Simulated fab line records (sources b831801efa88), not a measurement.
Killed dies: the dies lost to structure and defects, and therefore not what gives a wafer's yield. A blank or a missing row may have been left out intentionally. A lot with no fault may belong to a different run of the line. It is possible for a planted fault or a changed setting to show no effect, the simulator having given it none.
Which of the tools did it?	flow sky130	6 lots with 17 wafers sampled at 2 steps, on a route of 708 steps

== WHAT THE GAUGES SHOWED, per wafer ==
SKY_VIA3_THK_MEAS_01.
lot	measured	on	VIA3_HDPCVD_THK (nm)
L421	day 38 23:47	film metro-03	1631 1646 1658
L423	day 39 18:14	film metro-03	1609 1602 1617
L425	day 40 08:09	film metro-02	1606 1646 1621
L428	day 41 03:36	film metro-02	1641 1635 1634
L433	day 42 12:29	film metro-03	1241 1229
L441	day 44 17:41	film metro-02	1646 1639 1635

== WHICH TOOL RAN EACH LOT (tool, then ch and the chambers of the sampled wafers, then the start) ==
lot	SKY_VIA3_HDPCVD_00
L421	hdpcvd-02 ch 0,1, day 38 23:37
L423	hdpcvd-01 ch 0,1,2, day 39 18:02
L425	hdpcvd-01 ch 1,2, day 40 07:59
L428	hdpcvd-01 ch 1,2, day 41 03:26
L433	hdpcvd-01 ch 0,1, day 42 12:19
L441	hdpcvd-02 ch 0,2, day 44 17:30
- SKY_VIA3_HDPCVD_00: deposits SiO2, target thk 1635 nm, time 272.5 s.

== THE ANSWER, worked out from the rows above alone ==
Rule: the lots themselves supply what counts as usual. Put in order of their means at a reading, lots are off if they are a third of the lots or fewer, leave a main group of 4 or more, and stand apart from it by a gap of 3 or more times the standard deviation of the main group's means; of several such gaps the widest counts. The tables above print the reading to a certain number of digits; a main group whose means all agree to those digits is not used. A lot without any number at a reading at which 4 lots or more have one is off too. Any other lot the step has rows for is counted as sound.
Off: at SKY_VIA3_THK_MEAS_01 (VIA3_HDPCVD_THK), L433. Mean 1631 nm and standard deviation 13 in the main group.
A tool fits if, at a process step before that reading, it ran every lot that is off, and no sound lot after the first of them. Those tools and the gauges at SKY_VIA3_THK_MEAS_01 are tried in the same way. Can't be told from this: 2 tools fit, hdpcvd-01 at SKY_VIA3_HDPCVD_00, film metro-03 at SKY_VIA3_THK_MEAS_01.

== WHAT WAS PUT IN BY THE SIMULATOR ==
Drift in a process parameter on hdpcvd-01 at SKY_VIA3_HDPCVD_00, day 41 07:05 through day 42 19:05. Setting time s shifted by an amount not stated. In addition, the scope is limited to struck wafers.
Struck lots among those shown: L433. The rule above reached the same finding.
